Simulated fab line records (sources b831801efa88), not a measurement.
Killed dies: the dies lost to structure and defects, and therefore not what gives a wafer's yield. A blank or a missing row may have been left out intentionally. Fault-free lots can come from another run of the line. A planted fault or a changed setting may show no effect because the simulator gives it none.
Struck lot and sound lot, side by side | flow sky130 | 34 out of 708 route steps
Sound: the wafers L123.2, L123.4, L123.5. The struck wafers were L109.1, L109.4, L109.5. The cause is given at the end.
For every step that has rows: the tool of each side, followed by ch and its chambers, followed by its first start. Under that, the readings that differ: sound wafers | struck wafers | difference of the means | sigmas: that difference in standard deviations of wafers without a fault.
alike: readings with means less than 2 such deviations apart, plus words and numbers identical on both sides. not compared: withheld readings, readings lacking a value on some wafer, bounds such as >300 that could conceal the same value, and numbers that have no deviation in the record and whose values overlap.
Wherever a step has rows on one side only, a row that says differs or no value, or a row with sigmas, the two part there. Numbers that have no deviation but don't overlap get no sigmas and don't part them. A reading missing from all wafers of one side parts the sides only when that side holds two or more wafers.

first, 7 steps without rows for these wafers: SKY_SONOS_TUNNEL_DEVELOP_06 (develop time 60 s); SKY_SONOS_TUNNEL_IMPLANT_09; SKY_SONOS_TUNNEL_WET_ETCH_10 (etches SiO2 in dHF, target depth 14 nm, time 280 s); SKY_SONOS_TUNNEL_STRIP_11 (strips in SPM, time 600 s); SKY_SONOS_TUNNEL_CLEAN_13 (cleans in dHF, time 20 s); SKY_SONOS_ONO_OXIDATION_00 (stabilise 600 s, purge 300 s, target thk 2.6 nm); SKY_SONOS_ONO_CVD_02 (deposits Si3N4 from DCS/NH3, target thk 10.5 nm, time 180 s).
SKY_SONOS_ONO_CVD_04: deposits SiO2 from SiH4/N2O, target thk 5.7199 nm.
  sound on lpcvd-03 ch 1, day 18 02:41; struck on lpcvd-03 ch 1, day 13 13:26
  reading                                    | sound             | struck            | difference | sigmas
  spike-tc-bottom-C (C)                      | 917 918 915       | 962 963 961       | +45        | +11
  spike-tc-centre-C (C)                      | 897.7 899.6 899.1 | 942.8 945.4 942.0 | +44.6      | +37
  spike-tc-lower-C (C)                       | 902.3 900.9 900.0 | 946.0 947.4 944.8 | +45.0      | +45
  spike-tc-top-C (C)                         | 915.8 914.5 915.0 | 957.0 958.0 960.1 | +43.3      | +23
  spike-tc-upper-C (C)                       | 900.5 901.7 900.0 | 946.1 945.5 944.7 | +44.7      | +34
  susceptor-temp-C (C)                       | 900.2 900.2 899.7 | 944.0 944.5 944.3 | +44.2      | +99 or more
  zone-power-bottom-pct (%)                  | 27.9 28.9 27.9    | 31.5 31.3 31.5    | +3.2       | +2
  zone-power-centre-pct (%)                  | 17.19 17.37 17.21 | 19.49 19.23 19.02 | +1.99      | +12
  zone-power-lower-pct (%)                   | 19.77 20.02 19.63 | 22.34 22.12 22.41 | +2.48      | +11
  model.SiO2_of_SONOS_ONO_CVD_04.thk-nm (nm) | 5.657 5.666 5.637 | 9.012 9.074 9.008 | +3.378     |
  alike: zone-power-upper-pct
SKY_SONOS_ONO_THK_MEAS_05:
  sound on film-metro-03 at day 18 03:56; struck on film-metro-04 at day 13 14:41
  reading                   | sound          | struck         | difference | sigmas
  SONOS_ONO_CVD_04_THK (nm) | 5.65 5.68 5.61 | 9.04 9.05 8.97 | +3.37      | +34
then, 23 steps without rows for these wafers: SKY_SONOS_ONO_DEHYDRATE_06 (time 60 s); SKY_SONOS_ONO_HMDS_07 (prime time 60 s); SKY_SONOS_ONO_COAT_08 (resist thk 1140 nm); SKY_SONOS_ONO_SOFTBAKE_09 (time 60 s); SKY_SONOS_ONO_EXPOSE_10 (exposes mask ONOM, target cd 410 nm); SKY_SONOS_ONO_PEB_11; SKY_SONOS_ONO_DEVELOP_12 (develop time 60 s); SKY_SONOS_ONO_ETCH_15 (etches the open film in CHF3/O2, target depth 19.52 nm, time 7.8 s); SKY_SONOS_ONO_WET_ETCH_16 (etches SiO2 in dHF, target depth 14 nm, time 280 s); SKY_SONOS_ONO_STRIP_17 (strips in O2/N2); SKY_SONOS_ONO_WET_ETCH_18 (etches Si3N4 in H3PO4, target depth 15 nm, time 172 s); SKY_GATE_OXIDE_CLEAN_00 (cleans in SC1/SC2, time 150 s); SKY_GATE_OXIDE_OXIDATION_01 (stabilise 600 s, purge 300 s, target thk 10.268 nm); SKY_GATE_OXIDE_DEHYDRATE_03 (time 60 s); SKY_GATE_OXIDE_HMDS_04 (prime time 60 s); SKY_GATE_OXIDE_COAT_05 (resist thk 1140 nm); SKY_GATE_OXIDE_SOFTBAKE_06 (time 60 s); SKY_GATE_OXIDE_EXPOSE_07 (exposes mask LVOM, target cd 600 nm); SKY_GATE_OXIDE_PEB_08; SKY_GATE_OXIDE_DEVELOP_09 (develop time 60 s); SKY_GATE_OXIDE_IMPLANT_11; SKY_GATE_OXIDE_WET_ETCH_12 (etches SiO2 in dHF, target depth 16.8 nm, time 336 s); SKY_GATE_OXIDE_STRIP_13 (strips in O2/N2).
-- the record jumps here: 2 days lie between the struck wafers' starts before and after --
SKY_GATE_OXIDE_CLEAN_15: cleans in SC1/SC2, time 150 s.
  sound on wet-bench-03 ch 0, day 20 23:16; struck on wet-bench-01 ch 1, day 15 22:42
  reading                                    | sound             | struck            | difference | sigmas
  model.SiO2_of_SONOS_ONO_CVD_04.thk-nm (nm) | 4.132 4.138 4.113 | 7.498 7.556 7.488 | +3.386     |
following that, these wafers have no rows for 1 step: SKY_PAD_OPEN_PROBE_99.

## WHERE THEY PART
At SKY_SONOS_ONO_CVD_04 first; at SKY_SONOS_ONO_THK_MEAS_05 last (within this record only).

WHY: what the simulator had put in
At SKY_SONOS_ONO_CVD_04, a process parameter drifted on lpcvd-03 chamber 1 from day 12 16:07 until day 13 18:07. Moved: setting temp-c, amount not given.
